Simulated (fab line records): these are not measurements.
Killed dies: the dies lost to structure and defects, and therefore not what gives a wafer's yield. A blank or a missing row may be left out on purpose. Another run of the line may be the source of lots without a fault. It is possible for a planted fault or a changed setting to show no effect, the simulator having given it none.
fab line records	flow sky130
[record] lots = 13	wafers = 39	last-day = 50
route steps=708 shown FIELD_ISO@26 NWELL@34 PAD_OPEN@708
lots that met no fault: taken from a fault-free run of the same line
start-h: the number of hours between the record's first day and the start of the first shown wafer of the lot	wait-h: how many hours have passed since the lot's step before this one	" same as the row above	L1.1+2: several wafers, shown together as one row	- no value present, or no start provided	* or withheld: withheld	< > ~ a bound
route shown NAME@n: a module of which the file shows steps, and the number in the route of the first	usual: the fault-free wafers' mean and standard deviation	same: alike in all rows	chamber/n: place in a boat	sites: readings site by site	_std_site: the standard deviation of these	_edge_site: outer sites' mean less inner sites'	radius-mm: how far each site lies from the wafer's centre	mask NAME#n: copy n	behind: tool/chamber where the wafer was last shaped	hold: why the lot was held/for how many hours/how that ended	device: whichever transistor did not switch (one of n, p or np)	end of line: the route-end tests of the same wafers	a step without rows: its recipe alone	killed: dies lost to structure and defects at the first sort, not the wafer's yield	map: per-die view of a wafer (x killed, . not killed, _ where there is no die)
set.NAME: the run value of the setting; set.NAME@STEP: its run value at that earlier step	model.NAME: the simulator's own value behind a step, which no gauge read
a sample of lots followed through the steps of the route, with each step as a table and each wafer as a row
services: when a tool's chamber went out of use (start-h, in hours from the record's first day, below 0 if earlier), for how many hours, and the reason
[[steps]]
[step SKY_FIELD_ISO_THK_MEAS_25]
[recipe] reads = SiO2_of_FIELD_ISO_CVD_24
[usual] FIELD_ISO_CVD_24_THK = 598/6
lot.wafer	tool	chamber	start-h	wait-h	FIELD_ISO_CVD_24_THK[nm]
L812.2	film-metro-03	-	41.67	0.0	591
L812.5	"	-	"	"	598
L812.6	"	-	"	"	592
L815.1	film-metro-01	-	57.02	0.0	600
L815.3	"	-	"	"	599
L815.5	"	-	"	"	594
L816.2	film-metro-03	-	57.10	0.0	606
L816.3	"	-	"	"	604
L816.4	"	-	"	"	598
L817.1	film-metro-01	-	64.96	0.0	596
L817.3	"	-	"	"	598
L817.6	"	-	"	"	610
L818.3	film-metro-03	-	68.50	0.1	594
L818.4	"	-	"	"	591
L818.6	"	-	"	"	599
L819.1	film-metro-02	-	72.15	0.0	601
L819.2	"	-	"	"	605
L819.5	"	-	"	"	606
L820.3	film-metro-01	-	80.69	0.1	597
L820.4	"	-	"	"	596
L820.6	"	-	"	"	605
L821.2	film-metro-01	-	86.04	0.0	592
L821.4	"	-	"	"	586
L821.6	"	-	"	"	594
L822.2	film-metro-02	-	88.81	0.0	589
L822.3	"	-	"	"	588
L822.6	"	-	"	"	599
L824.1	film-metro-03	-	101.75	0.0	604
L824.2	"	-	"	"	603
L824.4	"	-	"	"	595
L825.1	film-metro-02	-	105.44	0.0	603
L825.2	"	-	"	"	604
L825.3	"	-	"	"	598
L828.1	film-metro-01	-	125.15	0.0	605
L828.2	"	-	"	"	600
L828.4	"	-	"	"	601
L832.3	film-metro-02	-	149.21	0.1	601
L832.4	"	-	"	"	604
L832.5	"	-	"	"	596
[step SKY_NWELL_THK_MEAS_02]
[recipe] reads = SiO2_of_NWELL_OXIDATION_01
[usual] NWELL_OXIDATION_THK = 10.04/0.2
lot.wafer	tool	chamber	start-h	wait-h	NWELL_OXIDATION_THK[nm]
L812.2	film-metro-03	-	48.98	0.0	9.99
L812.5	"	-	"	"	10.01
L812.6	"	-	"	"	10.06
L815.1	film-metro-04	-	61.28	0.0	9.81
L815.3	"	-	"	"	9.76
L815.5	"	-	"	"	9.76
L816.2	film-metro-03	-	61.42	0.0	10.35
L816.3	"	-	"	"	10.46
L816.4	"	-	"	"	10.48
L817.1	film-metro-03	-	68.82	0.0	9.91
L817.3	"	-	"	"	9.68
L817.6	"	-	"	"	9.65
L818.3	film-metro-04	-	73.43	0.0	10.13
L818.4	"	-	"	"	10.22
L818.6	"	-	"	"	10.11
L819.1	film-metro-02	-	80.07	0.0	10.44
L819.2	"	-	"	"	10.23
L819.5	"	-	"	"	10.28
L820.3	film-metro-02	-	88.66	0.0	10.23
L820.4	"	-	"	"	9.93
L820.6	"	-	"	"	10.06
L821.2	film-metro-04	-	92.45	0.0	10.14
L821.4	"	-	"	"	10.16
L821.6	"	-	"	"	10.14
L822.2	film-metro-02	-	93.85	0.0	9.99
L822.3	"	-	"	"	10.12
L822.6	"	-	"	"	10.02
L824.1	film-metro-04	-	108.24	0.0	10.12
L824.2	"	-	"	"	10.11
L824.4	"	-	"	"	10.04
L825.1	film-metro-02	-	118.12	0.0	10.24
L825.2	"	-	"	"	10.43
L825.3	"	-	"	"	10.20
L828.1	film-metro-02	-	136.29	0.0	9.79
L828.2	"	-	"	"	10.03
L828.4	"	-	"	"	9.77
L832.3	film-metro-04	-	153.47	0.0	10.05
L832.4	"	-	"	"	10.07
L832.5	"	-	"	"	9.95
[step SKY_NWELL_IMPLANT_12]
[recipe] species = P	energy-kev = 120	dose-cm2 = 1.3e+12	tilt-deg = withheld
[usual] dose-ions-cm2 = 1.3001e+12/1.3e+09	faraday-current-uA = 7.32/0.15
lot.wafer	tool	chamber	start-h	wait-h	dose-ions-cm2	faraday-current-uA
L812.2	implanter-03	0	99.10	0.1	1.3004e+12	7.25
L812.5	"	0	"	"	1.3003e+12	7.31
L812.6	"	0	"	"	1.3005e+12	7.40
L815.1	implanter-03	0	113.33	0.1	1.3017e+12	7.55
L815.3	"	0	"	"	1.2993e+12	7.37
L815.5	"	0	"	"	1.3003e+12	7.34
L816.2	implanter-03	0	113.86	0.1	1.2996e+12	7.66
L816.3	"	0	"	"	1.3009e+12	7.32
L816.4	"	0	"	"	1.3005e+12	7.31
L817.1	implanter-03	0	120.33	0.1	1.3015e+12	7.39
L817.3	"	0	"	"	1.301e+12	7.41
L817.6	"	0	"	"	1.2998e+12	7.25
L818.3	implanter-01	0	126.63	0.1	1.3027e+12	7.23
L818.4	"	0	"	"	1.2994e+12	7.61
L818.6	"	0	"	"	1.2995e+12	7.11
L819.1	implanter-03	0	133.23	0.1	1.3008e+12	7.62
L819.2	"	0	"	"	1.2998e+12	7.40
L819.5	"	0	"	"	1.3018e+12	7.12
L820.3	implanter-01	0	142.93	0.1	1.2973e+12	7.54
L820.4	"	0	"	"	1.3002e+12	7.44
L820.6	"	0	"	"	1.2988e+12	7.42
L821.2	implanter-01	0	146.60	0.1	1.3018e+12	7.20
L821.4	"	0	"	"	1.3016e+12	7.21
L821.6	"	0	"	"	1.3011e+12	7.47
L822.2	implanter-01	0	148.88	0.1	1.2993e+12	7.15
L822.3	"	0	"	"	1.2997e+12	7.32
L822.6	"	0	"	"	1.3018e+12	7.39
L824.1	implanter-02	0	165.39	0.1	1.3004e+12	7.35
L824.2	"	0	"	"	1.2994e+12	7.11
L824.4	"	0	"	"	1.2986e+12	7.34
L825.1	implanter-02	0	177.25	0.1	1.2971e+12	7.13
L825.2	"	0	"	"	1.3005e+12	7.09
L825.3	"	0	"	"	1.2967e+12	7.56
L828.1	implanter-03	0	199.29	0.1	1.4897e+12	8.24
L828.2	"	0	"	"	1.4892e+12	8.34
L828.4	"	0	"	"	1.4902e+12	8.13
L832.3	implanter-03	0	218.09	0.1	1.489e+12	8.38
L832.4	"	0	"	"	1.489e+12	8.32
L832.5	"	0	"	"	1.4884e+12	8.47
[step SKY_NWELL_STRIP_14]
[recipe] chemistry = O2/N2	power-w = 1400	pressure-mtorr = 1500	platen-temp-c = withheld	o2-flow-sccm = 3000	n2-flow-sccm = 300	overash-fraction = 0.5
[usual] drypump-motor-current-A = 5.5/0.41	n2-flow-sccm = 300.0/0.91	oes-product-au = 0.722/0.0043	strip-time-to-endpoint-s = 36.92/0.092
lot.wafer	tool	chamber	start-h	wait-h	drypump-motor-current-A	n2-flow-sccm	oes-product-au	rf-hours-counter-h	strip-time-to-endpoint-s
L812.2	plasma-asher-01	0	99.38	0.1	4.9	301.1	0.724	43	36.98
L812.5	"	1	"	"	5.8	301.0	0.716	-	37.06
L812.6	"	0	"	"	4.9	301.0	0.719	-	36.99
L815.1	plasma-asher-01	1	113.63	0.1	5.8	301.1	0.722	45	36.83
L815.3	"	0	"	"	4.9	301.0	0.719	-	36.85
L815.5	"	1	"	"	5.8	302.1	0.724	-	36.97
L816.2	plasma-asher-02	1	114.14	0.1	5.4	299.4	0.726	31	36.94
L816.3	"	0	"	"	6.0	298.7	0.721	-	37.02
L816.4	"	1	"	"	5.4	299.2	0.724	-	37.04
L817.1	plasma-asher-02	1	120.63	0.1	5.4	301.8	0.722	31	37.06
L817.3	"	0	"	"	6.0	299.6	0.726	-	37.15
L817.6	"	1	"	"	5.4	298.7	0.720	-	37.04
L818.3	plasma-asher-02	1	126.91	0.1	5.4	299.6	0.718	-	37.04
L818.4	"	0	"	"	6.0	299.4	0.720	-	37.11
L818.6	"	1	"	"	5.4	298.3	0.717	-	37.17
L819.1	plasma-asher-02	1	133.53	0.1	5.4	299.5	0.722	33	36.81
L819.2	"	0	"	"	6.0	299.5	0.724	33	36.75
L819.5	"	1	"	"	5.4	300.1	0.717	-	36.90
L820.3	plasma-asher-01	0	143.21	0.1	4.9	299.0	0.718	-	37.02
L820.4	"	1	"	"	5.8	298.9	0.712	-	37.04
L820.6	"	0	"	"	4.9	299.7	0.721	-	36.86
L821.2	plasma-asher-04	0	146.88	0.1	5.7	302.1	0.716	1	36.76
L821.4	"	1	"	"	5.1	299.2	0.729	-	36.94
L821.6	"	1	"	"	5.1	299.0	0.724	-	36.83
L822.2	plasma-asher-04	1	149.15	0.1	5.1	299.7	0.733	1	36.82
L822.3	"	0	"	"	5.7	300.2	0.722	-	36.77
L822.6	"	1	"	"	5.0	300.3	0.726	-	36.82
L824.1	plasma-asher-02	1	165.69	0.1	5.4	300.9	0.726	36	36.88
L824.2	"	0	"	"	6.0	298.6	0.725	36	37.03
L824.4	"	1	"	"	5.4	301.4	0.722	-	36.91
L825.1	plasma-asher-04	0	177.55	0.1	5.7	300.5	0.720	4	36.88
L825.2	"	1	"	"	5.1	301.0	0.720	4	36.78
L825.3	"	0	"	"	5.7	299.5	0.726	-	36.83
L828.1	plasma-asher-01	0	199.59	0.1	4.9	299.1	0.728	54	36.88
L828.2	"	1	"	"	5.8	300.2	0.721	54	36.89
L828.4	"	1	"	"	5.8	300.4	0.723	-	36.77
L832.3	plasma-asher-02	1	218.37	0.1	5.4	300.1	0.711	-	37.08
L832.4	"	0	"	"	6.0	300.2	0.719	-	36.85
L832.5	"	1	"	"	5.4	300.4	0.723	-	36.99
[step SKY_NWELL_RS_MEAS_29]
[recipe] thk-meas-gauge = four-point-probe
[usual] NWELL_RS = 624.2/1.6
lot.wafer	tool	chamber	start-h	wait-h	NWELL_RS[ohm/sq]
L812.2	film-metro-02	-	118.38	0.2	623.3
L812.5	"	-	"	"	623.8
L812.6	"	-	"	"	623.3
L815.1	film-metro-04	-	131.69	0.1	622.8
L815.3	"	-	"	"	621.7
L815.5	"	-	"	"	622.0
L816.2	film-metro-02	-	132.18	0.1	627.3
L816.3	"	-	"	"	625.2
L816.4	"	-	"	"	625.7
L817.1	film-metro-03	-	138.61	0.1	624.5
L817.3	"	-	"	"	624.8
L817.6	"	-	"	"	626.2
L818.3	film-metro-02	-	145.04	0.1	625.8
L818.4	"	-	"	"	625.0
L818.6	"	-	"	"	623.4
L819.1	film-metro-02	-	154.29	0.3	626.1
L819.2	"	-	"	"	627.7
L819.5	"	-	"	"	625.9
L820.3	film-metro-03	-	163.74	0.1	624.5
L820.4	"	-	"	"	625.0
L820.6	"	-	"	"	624.4
L821.2	film-metro-02	-	167.86	0.1	623.8
L821.4	"	-	"	"	623.3
L821.6	"	-	"	"	626.1
L822.2	film-metro-04	-	169.88	0.1	621.7
L822.3	"	-	"	"	622.5
L822.6	"	-	"	"	621.7
L824.1	film-metro-04	-	187.35	0.1	620.8
L824.2	"	-	"	"	621.7
L824.4	"	-	"	"	623.1
L825.1	film-metro-04	-	199.29	0.2	623.4
L825.2	"	-	"	"	622.0
L825.3	"	-	"	"	624.3
L828.1	film-metro-04	-	223.19	0.1	618.6
L828.2	"	-	"	"	618.0
L828.4	"	-	"	"	617.0
L832.3	film-metro-04	-	242.58	0.1	618.3
L832.4	"	-	"	"	619.8
L832.5	"	-	"	"	619.0
[step SKY_PAD_OPEN_PROBE_99]
[usual] killed_at_M0_to_M3 = 45/7.5	killed_at_M4_up = 2.8/1.9	killed-at-contacts = 25/5.5	killed-at-front-end = 14/4	killed-at-other = 0.3/0.75	killed-dies = 87/9.4	killed-on-rim = 17/3.8	killed-open = 47/6.6	killed-short = 39/6.6
[same] gross-dies = 492	killed-at-back-side = 0
lot.wafer	tool	chamber	start-h	wait-h	killed_at_M0_to_M3	killed_at_M4_up	killed-at-contacts	killed-at-front-end	killed-at-other	killed-dies	killed-on-rim	killed-open	killed-short
L812.2	prober-01	-	1094.11	0.1	49	5	24	15	0	93	23	53	39
L812.5	prober-01	-	1094.26	0.2	57	2	20	26	0	105	15	59	46
L812.6	prober-01	-	1094.31	0.2	53	3	27	8	0	91	17	50	41
L815.1	prober-02	-	1110.06	0.1	44	4	20	9	0	77	17	42	35
L815.3	prober-02	-	1110.16	0.2	38	5	20	14	1	78	12	39	39
L815.5	prober-02	-	1110.26	0.2	36	1	33	8	2	80	22	53	27
L816.2	prober-01	-	1111.42	0.1	54	4	30	10	0	98	20	45	53
L816.3	prober-01	-	1111.47	0.2	45	4	31	13	0	93	23	53	40
L816.4	prober-01	-	1111.52	0.2	42	4	31	17	0	94	18	54	40
L817.1	prober-02	-	1115.06	0.1	55	0	20	15	0	90	17	48	42
L817.3	prober-02	-	1115.16	0.2	63	4	29	12	0	108	22	61	47
L817.6	prober-02	-	1115.31	0.2	55	3	23	17	0	98	12	56	42
L818.3	prober-01	-	1122.26	0.2	36	5	24	12	0	77	14	44	33
L818.4	prober-01	-	1122.31	0.2	34	4	20	22	0	80	14	40	40
L818.6	prober-01	-	1122.41	0.2	45	4	19	10	1	79	14	44	35
L819.1	prober-02	-	1133.43	0.1	48	4	29	19	0	100	18	61	39
L819.2	prober-02	-	1133.48	0.1	38	5	23	19	0	85	15	48	37
L819.5	prober-02	-	1133.63	0.2	58	4	22	16	1	101	21	48	53
L821.2	prober-01	-	1138.67	0.1	48	2	23	13	0	86	12	52	34
L821.4	prober-01	-	1138.77	0.2	40	6	20	23	1	90	11	46	44
L821.6	prober-01	-	1138.87	0.2	36	3	30	18	0	87	11	45	42
L820.3	prober-02	-	1139.73	0.2	46	2	20	13	0	81	12	46	35
L820.4	prober-02	-	1139.78	0.2	38	1	26	14	0	79	12	47	32
L820.6	prober-02	-	1139.88	0.2	50	3	29	18	0	100	17	54	46
L822.2	prober-01	-	1142.31	0.1	47	2	22	23	0	94	21	45	49
L822.3	prober-01	-	1142.36	0.2	34	6	24	18	1	83	20	38	45
L822.6	prober-01	-	1142.51	0.2	55	6	22	13	0	96	20	45	51
L825.1	prober-01	-	1171.23	0.1	35	1	28	19	0	83	13	51	32
L825.2	prober-01	-	1171.28	0.1	55	5	31	12	0	103	16	64	39
L825.3	prober-01	-	1171.33	0.2	51	2	29	12	0	94	13	47	47
L824.1	prober-02	-	1175.18	0.1	40	4	17	16	0	77	15	36	41
L824.2	prober-02	-	1175.23	0.1	33	2	25	17	0	77	23	35	42
L824.4	prober-02	-	1175.33	0.2	39	2	21	12	0	74	10	47	27
L832.3	prober-01	-	1202.81	0.2	43	2	17	11	1	74	12	42	32
L832.4	prober-01	-	1202.86	0.2	42	1	14	17	0	74	13	41	33
L832.5	prober-01	-	1202.91	0.2	46	2	19	16	0	83	17	46	37
// killed by level:class
L812.2 VIA1:geometric-particle:open=15 CONTACT:geometric-particle:open=11 VIA2:geometric-particle:open=7 CONTACT:geometric-particle:short=6 METAL1:geometric-particle:short=6 POLY_GATE:geometric-particle:short=5 METAL2:geometric-particle:short=5 VIA3:geometric-particle:open=5
L812.5 VIA1:geometric-particle:open=12 CONTACT:geometric-particle:open=9 METAL1:geometric-particle:short=9 FIELD_ISO:geometric-particle:open=8 VIA2:geometric-particle:open=8 FIELD_ISO:geometric-particle:short=7 LI_CONTACT:geometric-particle:open=7 VIA3:geometric-particle:open=6
L812.6 VIA1:geometric-particle:open=16 LI_CONTACT:geometric-particle:open=9 CONTACT:geometric-particle:open=7 METAL1:geometric-particle:short=7 LOCAL_INTERCONNECT:geometric-particle:short=6 METAL2:geometric-particle:short=5 VIA3:geometric-particle:open=5 VIA1:geometric-particle:short=4
L815.1 VIA1:geometric-particle:open=10 VIA3:geometric-particle:open=7 CONTACT:geometric-particle:open=6 METAL1:geometric-particle:short=6 LI_CONTACT:geometric-particle:open=5 CONTACT:geometric-particle:short=5 VIA2:geometric-particle:open=5 VIA3:geometric-particle:short=5
L815.3 CONTACT:geometric-particle:open=9 VIA1:geometric-particle:open=8 METAL2:geometric-particle:short=7 VIA2:geometric-particle:open=6 METAL1:geometric-particle:short=5 FIELD_ISO:geometric-particle:open=4 FIELD_ISO:geometric-particle:short=4 LI_CONTACT:geometric-particle:short=4
L815.5 CONTACT:geometric-particle:open=15 VIA1:geometric-particle:open=10 LI_CONTACT:geometric-particle:open=8 LOCAL_INTERCONNECT:geometric-particle:short=5 VIA3:geometric-particle:open=5 METAL2:geometric-particle:short=4 VIA2:geometric-particle:open=4 FIELD_ISO:geometric-particle:short=3
L816.2 CONTACT:geometric-particle:open=14 METAL1:geometric-particle:short=10 VIA1:geometric-particle:open=9 METAL2:geometric-particle:short=8 LI_CONTACT:geometric-particle:open=5 VIA1:geometric-particle:short=5 VIA2:geometric-particle:open=5 VIA3:geometric-particle:short=5
L816.3 CONTACT:geometric-particle:open=11 VIA1:geometric-particle:open=10 LOCAL_INTERCONNECT:geometric-particle:short=8 LI_CONTACT:geometric-particle:open=7 VIA3:geometric-particle:open=7 VIA2:geometric-particle:open=7 VIA1:geometric-particle:short=5 CONTACT:geometric-particle:short=4
L816.4 CONTACT:geometric-particle:open=14 VIA1:geometric-particle:open=12 VIA2:geometric-particle:open=7 CONTACT:geometric-particle:short=6 METAL1:geometric-particle:short=5 FIELD_ISO:geometric-particle:open=4 SPACER:geometric-particle:short=4 LI_CONTACT:geometric-particle:open=4
L817.1 VIA1:geometric-particle:open=15 METAL2:geometric-particle:short=9 CONTACT:geometric-particle:open=7 VIA2:geometric-particle:short=6 FIELD_ISO:geometric-particle:open=5 LI_CONTACT:geometric-particle:open=5 CONTACT:geometric-particle:short=5 VIA2:geometric-particle:open=5
L817.3 VIA1:geometric-particle:open=18 CONTACT:geometric-particle:open=9 VIA1:geometric-particle:short=9 METAL2:geometric-particle:short=7 VIA3:geometric-particle:open=7 LI_CONTACT:geometric-particle:open=6 METAL1:geometric-particle:short=6 LOCAL_INTERCONNECT:geometric-particle:short=6
L817.6 VIA2:geometric-particle:open=12 VIA1:geometric-particle:open=11 METAL1:geometric-particle:short=10 CONTACT:geometric-particle:open=8 VIA3:geometric-particle:open=7 POLY_GATE:geometric-particle:open=5 FIELD_ISO:geometric-particle:short=4 METAL3:geometric-particle:short=4
L818.3 LI_CONTACT:geometric-particle:open=8 VIA1:geometric-particle:open=8 CONTACT:geometric-particle:open=6 VIA2:geometric-particle:open=6 VIA3:geometric-particle:open=6 FIELD_ISO:geometric-particle:short=4 CONTACT:geometric-particle:short=4 METAL2:geometric-particle:short=4
L818.4 FIELD_ISO:geometric-particle:short=12 VIA1:geometric-particle:open=11 LI_CONTACT:geometric-particle:open=6 CONTACT:geometric-particle:short=6 CONTACT:geometric-particle:open=6 VIA3:geometric-particle:short=4 VIA3:geometric-particle:open=4 METAL4:geometric-particle:short=3
L818.6 VIA1:geometric-particle:open=9 CONTACT:geometric-particle:open=8 METAL1:geometric-particle:short=7 VIA3:geometric-particle:open=7 METAL1:geometric-particle:open=6 LI_CONTACT:geometric-particle:open=4 METAL2:geometric-particle:short=4 CONTACT:geometric-particle:short=4
L819.1 VIA1:geometric-particle:open=12 LI_CONTACT:geometric-particle:open=12 VIA2:geometric-particle:open=8 POLY_GATE:geometric-particle:open=7 CONTACT:geometric-particle:open=7 METAL1:geometric-particle:short=6 CONTACT:geometric-particle:short=5 VIA3:geometric-particle:open=5
L819.2 CONTACT:geometric-particle:open=10 VIA1:geometric-particle:open=9 VIA2:geometric-particle:open=7 LI_CONTACT:geometric-particle:open=6 POLY_GATE:geometric-particle:short=6 METAL2:geometric-particle:short=5 METAL3:geometric-particle:short=5 POLY_GATE:geometric-particle:open=4
L819.5 VIA1:geometric-particle:open=12 METAL2:geometric-particle:short=11 METAL1:geometric-particle:short=8 VIA1:geometric-particle:short=8 POLY_GATE:geometric-particle:short=6 CONTACT:geometric-particle:open=6 LI_CONTACT:geometric-particle:open=6 VIA3:geometric-particle:open=5
L821.2 VIA1:geometric-particle:open=15 CONTACT:geometric-particle:open=11 METAL2:geometric-particle:short=8 VIA3:geometric-particle:open=6 FIELD_ISO:geometric-particle:open=5 VIA2:geometric-particle:open=5 LOCAL_INTERCONNECT:geometric-particle:short=4 POLY_GATE:geometric-particle:short=3
L821.4 CONTACT:geometric-particle:open=9 FIELD_ISO:geometric-particle:open=9 METAL2:geometric-particle:short=9 VIA1:geometric-particle:open=7 VIA3:geometric-particle:open=6 VIA2:geometric-particle:open=6 METAL4:geometric-particle:short=5 CONTACT:geometric-particle:short=5
L821.6 CONTACT:geometric-particle:open=10 LI_CONTACT:geometric-particle:open=9 FIELD_ISO:geometric-particle:open=7 METAL2:geometric-particle:short=7 FIELD_ISO:geometric-particle:short=6 VIA1:geometric-particle:open=6 LOCAL_INTERCONNECT:geometric-particle:short=6 METAL1:geometric-particle:short=5
L820.3 METAL2:geometric-particle:short=9 VIA3:geometric-particle:open=9 CONTACT:geometric-particle:open=8 VIA1:geometric-particle:open=8 VIA2:geometric-particle:open=6 LI_CONTACT:geometric-particle:open=5 FIELD_ISO:geometric-particle:open=4 METAL1:geometric-particle:short=4
L820.4 CONTACT:geometric-particle:open=14 VIA1:geometric-particle:open=10 CONTACT:geometric-particle:short=5 VIA2:geometric-particle:short=5 VIA2:geometric-particle:open=5 POLY_GATE:geometric-particle:open=4 LI_CONTACT:geometric-particle:open=4 POLY_GATE:geometric-particle:short=3
L820.6 LI_CONTACT:geometric-particle:open=10 CONTACT:geometric-particle:open=10 METAL2:geometric-particle:short=9 VIA2:geometric-particle:open=8 FIELD_ISO:geometric-particle:short=7 VIA1:geometric-particle:open=7 VIA3:geometric-particle:open=7 POLY_GATE:geometric-particle:open=5
L822.2 VIA1:geometric-particle:short=11 CONTACT:geometric-particle:open=10 VIA1:geometric-particle:open=7 VIA2:geometric-particle:short=7 VIA3:geometric-particle:open=6 FIELD_ISO:geometric-particle:open=5 POLY_GATE:geometric-particle:open=5 CONTACT:geometric-particle:short=5
L822.3 FIELD_ISO:geometric-particle:short=8 VIA2:geometric-particle:open=7 CONTACT:geometric-particle:open=6 LI_CONTACT:geometric-particle:open=6 VIA1:geometric-particle:short=6 CONTACT:geometric-particle:short=5 VIA3:geometric-particle:open=5 METAL4:geometric-particle:short=5
L822.6 VIA3:geometric-particle:open=13 METAL2:geometric-particle:short=11 VIA1:geometric-particle:open=9 LOCAL_INTERCONNECT:geometric-particle:short=8 VIA2:geometric-particle:open=7 CONTACT:geometric-particle:short=6 FIELD_ISO:geometric-particle:open=5 CONTACT:geometric-particle:open=5
L825.1 LI_CONTACT:geometric-particle:open=8 FIELD_ISO:geometric-particle:open=7 CONTACT:geometric-particle:open=7 VIA1:geometric-particle:open=6 VIA2:geometric-particle:open=5 LOCAL_INTERCONNECT:geometric-particle:short=5 CONTACT:geometric-particle:short=4 METAL1:geometric-particle:short=4
L825.2 VIA1:geometric-particle:open=12 CONTACT:geometric-particle:open=12 VIA2:geometric-particle:open=10 VIA1:geometric-particle:short=9 LI_CONTACT:geometric-particle:open=6 POLY_GATE:geometric-particle:open=4 LOCAL_INTERCONNECT:geometric-particle:short=4 CONTACT:geometric-particle:short=4
L825.3 VIA1:geometric-particle:open=11 LI_CONTACT:geometric-particle:open=8 CONTACT:geometric-particle:short=8 METAL1:geometric-particle:short=8 VIA1:geometric-particle:short=8 METAL2:geometric-particle:short=8 CONTACT:geometric-particle:open=7 LOCAL_INTERCONNECT:geometric-particle:short=5
L824.1 VIA1:geometric-particle:open=10 METAL1:geometric-particle:short=5 CONTACT:geometric-particle:open=5 CONTACT:geometric-particle:short=5 FIELD_ISO:geometric-particle:short=4 LI_CONTACT:geometric-particle:open=4 VIA1:geometric-particle:short=4 METAL2:geometric-particle:short=4
L824.2 CONTACT:geometric-particle:short=9 METAL1:geometric-particle:short=7 CONTACT:geometric-particle:open=7 VIA1:geometric-particle:open=7 FIELD_ISO:geometric-particle:open=5 LOCAL_INTERCONNECT:geometric-particle:short=4 VIA3:geometric-particle:short=4 VIA3:geometric-particle:open=4
L824.4 VIA1:geometric-particle:open=15 CONTACT:geometric-particle:open=7 VIA2:geometric-particle:open=6 LI_CONTACT:geometric-particle:open=5 VIA1:geometric-particle:short=5 POLY_GATE:geometric-particle:open=4 CONTACT:geometric-particle:short=4 VIA3:geometric-particle:open=4
L832.3 VIA3:geometric-particle:open=10 CONTACT:geometric-particle:open=7 VIA1:geometric-particle:open=6 FIELD_ISO:geometric-particle:short=5 LI_CONTACT:geometric-particle:open=5 VIA2:geometric-particle:open=5 METAL1:geometric-particle:short=4 METAL2:geometric-particle:short=4
L832.4 VIA1:geometric-particle:open=7 VIA3:geometric-particle:open=7 CONTACT:geometric-particle:open=6 POLY_GATE:geometric-particle:open=5 METAL1:geometric-particle:short=5 FIELD_ISO:geometric-particle:short=4 VIA1:geometric-particle:short=4 VIA2:geometric-particle:open=4
L832.5 LI_CONTACT:geometric-particle:open=8 VIA2:geometric-particle:open=8 METAL2:geometric-particle:short=6 VIA3:geometric-particle:open=6 FIELD_ISO:geometric-particle:short=5 METAL1:geometric-particle:short=5 VIA1:geometric-particle:short=5 VIA1:geometric-particle:open=5
[[services]]
tool	chamber	start-h	hours	kind
implanter-01	-	95.77	3.5	repair
plasma-asher-04	-	96.27	17.1	repair
plasma-asher-04	-	98.01	10.8	repair
plasma-asher-04	-	113.37	14.6	pm
plasma-asher-02	-	117.20	2.8	pm
plasma-asher-04	-	127.97	9.0	pm
plasma-asher-04	0	127.97	9.0	vent-cycle
plasma-asher-04	1	127.97	9.0	vent-cycle
plasma-asher-04	0	136.97	-	clean
plasma-asher-04	1	136.97	-	clean
plasma-asher-01	-	141.50	1.6	repair
implanter-03	-	144.86	6.1	repair
implanter-01	-	178.44	3.1	pm
implanter-02	-	191.47	9.8	repair
implanter-01	-	214.02	8.7	repair
[[key]]
[first-sign] step = SKY_NWELL_IMPLANT_12	reading = dose-ions-cm2	direction = up	sigmas = 99+	usual = *	struck = *
[effect] step = SKY_NWELL_IMPLANT_12	reading = faraday-current-uA	direction = up	sigmas = 6.8	usual = 7.32	struck = 8.31
[effect] step = SKY_NWELL_RS_MEAS_29	reading = NWELL_RS	direction = down	sigmas = 3.7	usual = 624.2	struck = 618.5
met-at SKY_NWELL_IMPLANT_12
struck-lots L828,L832
rows-end L828.1,L828.2,L828.4
tester-left-out L832
not-acting-at SKY_FIELD_ISO_THK_MEAS_25,SKY_NWELL_THK_MEAS_02,SKY_NWELL_STRIP_14
onset-between 133.23 199.29
[fault] kind = process-parameter-drift	tool = implanter-03	chamber = -	onset-h = 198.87	steps = SKY_NWELL_IMPLANT_12	channel = dose-cm2	offset = *	shape = step	end-h = 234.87	acts-in = *	stated = *
// tester-left-out: of these lots the tester's yield and bins aren't shown, on N5 and GAA mostly nor the transistor test; their killed dies are dies lost to structure and defects alone, not to doping, threshold or leakage, so they don't give the yield
// rows-end: these wafers met a further fault down the route, and their rows from its step on are left out
